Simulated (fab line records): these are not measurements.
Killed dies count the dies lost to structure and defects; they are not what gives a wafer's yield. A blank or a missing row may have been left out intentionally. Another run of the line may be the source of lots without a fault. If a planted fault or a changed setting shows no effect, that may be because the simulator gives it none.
Comparing a struck lot with a sound one + flow sky130 + 18 out of 708 route steps
Sound: the wafers L805.2, L805.4, L805.6. The struck wafers were L817.1, L817.4, L817.5. Last of all comes the cause.
Order at every step that has rows: each side's tool, ch and its chambers, its first start. Under that, the readings that differ: sound wafers + struck wafers + difference of the means + sigmas: that difference in standard deviations of wafers without a fault.
alike: same words and numbers on both sides, and readings whose means sit less than 2 such deviations apart. not compared: any withheld reading, any reading some wafer has no value for, any bound like >300 that may hide the same value, and any number with overlapping values for which the record gives no deviation.
The two part at a step that has a row with sigmas, a row that says differs or no value, or rows on one side only. When numbers do not overlap yet have no deviation, they are printed without sigmas and do not part them. A reading missing from all wafers of one side parts the sides only when that side holds two or more wafers.

first, 2 steps without rows for these wafers: SKY_METAL1_CLEAN_23 (cleans in O3/DIW); SKY_VIA1_HDPCVD_00 (deposits SiO2, target thk 1030 nm, time 171.7 s).
SKY_VIA1_THK_MEAS_01:
  struck on film metro-02, day 37 11:23; sound on film metro-01, day 33 14:42
  alike: VIA1_HDPCVD_THK
SKY_VIA1_CMP_02: polishes SiO2.
  sound on cmp-02 ch 0,2,3, day 33 14:45; struck on cmp-02 ch 0,1, day 37 11:30
  alike: motor current A, retaining ring pressure frac
SKY_VIA1_BOW_MEAS_03:
  struck on film metro-02, day 37 11:45; sound on film metro-04, day 33 15:04
  alike: VIA1_BOW
then, 7 steps without rows for these wafers: SKY_VIA1_DEHYDRATE_04 (time 60 s); SKY_VIA1_HMDS_05 (prime time 60 s); SKY_VIA1_COAT_06 (resist thk 60 nm); SKY_VIA1_COAT_07 (resist thk 450 nm); SKY_VIA1_SOFTBAKE_08 (time 90 s); SKY_VIA1_EXPOSE_09 (exposes mask VIM, target cd 150 nm); SKY_VIA1_PEB_10.
SKY_VIA1_DEVELOP_11: develop time 60 s.
  sound on litho track-03 ch 0, day 34 17:00; struck on litho track-03 ch 0, day 38 13:00
  alike: developer temp C
SKY_VIA1_CD_MEAS_12: the cd target is 150 nm.
  struck on cd sem-01, day 38 13:26; sound on cd sem-02, day 34 17:42
  alike: cd nm
SKY_VIA1_OVL_MEAS_13:
  struck on overlay-01, day 38 13:33; sound on overlay-02, day 34 17:49
  alike: VIA1_OVL
SKY_VIA1_ETCH_14: etches BARC in N2/H2, stops on SiO2, time 45.9 s, target depth 60 nm.
  sound on rie diel-02 ch 1,3, day 34 17:50; struck on rie diel-04 ch 0,2, day 38 13:35
| reading               | sound             | struck            | difference | sigmas |
|-----------------------|-------------------|-------------------|------------|--------|
| model.VIA1.cd nm (nm) | 149.1 148.3 146.3 | 145.8 144.2 142.6 | -3.7       |        |
  alike: chamber pressure mTorr, drypump motor current A, oes product au, throttle valve pct
  not compared: rf hours counter h
SKY_VIA1_ETCH_15: etches SiO2 in C4F8/O2/Ar, stops on TiN, target depth 351 nm, time 54 s.
  sound on rie diel-02 ch 1,3, day 34 17:53; struck on rie diel-04 ch 0,2, day 38 13:38
  alike: chamber pressure mTorr, oes product au
  not compared: rf hours counter h
-- the record jumps here: 11 days lie between the struck wafers' starts before and after (it left off in module VIA1 and takes up again in module PAD_OPEN, whose first step shown is number 708 of the route) --
SKY_PAD_OPEN_PROBE_99:
  struck on prober-01, day 49 06:46; sound on prober-01, day 46 07:08
| reading                       | sound             | struck           | difference | sigmas |
|-------------------------------|-------------------|------------------|------------|--------|
| model.etest.via1 chain.rc ohm | 15.73 16.56 17.29 | 17.9 17.62 19.25 | +1.7       |        |
  alike: defect limited yield, killed_at_M0_to_M3, killed_at_M4_up, killed at contacts, killed at front end, killed at other, killed dies, killed open, killed short, sort_bin_3_pad_short, sort_bin_5_function, sort_bin_6_memory, sort n pass, sort yield pct

== WHERE THEY PART ==
Nowhere in this record.

WHY: the cause the simulator had injected
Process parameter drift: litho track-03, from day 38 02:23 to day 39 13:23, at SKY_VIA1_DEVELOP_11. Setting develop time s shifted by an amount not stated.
